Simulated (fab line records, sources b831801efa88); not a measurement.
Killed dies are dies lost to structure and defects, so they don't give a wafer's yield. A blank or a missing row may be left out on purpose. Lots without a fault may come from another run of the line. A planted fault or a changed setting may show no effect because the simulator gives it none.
A struck lot beside a sound one | flow sky130 | 15 steps out of a route of 708
Sound: wafers L857.1, L857.2, L857.3. Struck: wafers L853.3, L853.4, L853.5. The cause comes at the end.
At each step with rows: each side's tool, then ch and its chambers, then its first start. Under that, the readings that differ: sound wafers | struck wafers | difference of the means | sigmas: that difference in standard deviations of wafers without a fault.
alike: readings whose means differ by less than 2 such deviations, and words and numbers that are the same on both sides. not compared: withheld readings, readings that some wafer has no value for, bounds like >300 that may hide the same value, and numbers for which the record gives no deviation and whose values overlap.
The two part at a step that has a row with sigmas, a row that says differs or no value, or rows on one side only. Numbers that don't overlap but have no deviation are shown without sigmas and don't part them. A reading that every wafer of one side lacks parts them only if that side has two wafers or more.

SKY_LDD_HVP_TW_MEAS_10:
  sound on film_metro-01, day 28 04:59; struck on film_metro-03, day 27 02:47
  alike: LDD_HVP_TW
then, 7 steps without rows for these wafers: SKY_LDD_LDN_DEHYDRATE_00 (time 60 s); SKY_LDD_LDN_HMDS_01 (prime time 60 s); SKY_LDD_LDN_COAT_02 (resist thk 1140 nm); SKY_LDD_LDN_SOFTBAKE_03 (time 57.86 s); SKY_LDD_LDN_EXPOSE_04 (exposes mask LDNTM, target cd 700 nm); SKY_LDD_LDN_PEB_05; SKY_LDD_LDN_DEVELOP_06 (develop time 60 s).
SKY_LDD_LDN_OVL_MEAS_07:
  sound on overlay-01, day 29 08:35; struck on overlay-01, day 28 06:57
  alike: LDD_LDN_OVL
then, 3 steps without rows for these wafers: SKY_LDD_LDN_IMPLANT_08; SKY_LDD_LDN_IMPLANT_09; SKY_LDD_LDN_IMPLANT_10.
SKY_LDD_LDN_IMPLANT_11:
  sound on implanter-03 ch 0, day 29 09:04; struck on implanter-02, day 28 07:28
  no value came back on the struck wafers for beam_energy_keV, beam_on_s (s), faraday_current_uA; on the sound wafers beam_energy_keV reads 15.003 15.001 15.004
SKY_LDD_LDN_STRIP_12: strips in O2/N2.
  sound on plasma_asher-03 ch 0,1, day 29 09:13; struck on plasma_asher-02 ch 0,1, day 28 07:37
  alike: drypump_motor_current_A, oes_product_au, strip_time_to_endpoint_s
  not compared: rf_hours_counter_h
SKY_LDD_LDN_TW_MEAS_13:
  sound on film_metro-02, day 29 09:19; struck on film_metro-02, day 28 07:55
  reading    | sound          | struck         | difference | sigmas
  LDD_LDN_TW | 1466 1467 1468 | 1348 1350 1355 | -116       | -11
  not compared: hold

WHERE THEY PART
First at SKY_LDD_LDN_IMPLANT_11; last, within this record, at SKY_LDD_LDN_TW_MEAS_13.

WHY: what the simulator had put in
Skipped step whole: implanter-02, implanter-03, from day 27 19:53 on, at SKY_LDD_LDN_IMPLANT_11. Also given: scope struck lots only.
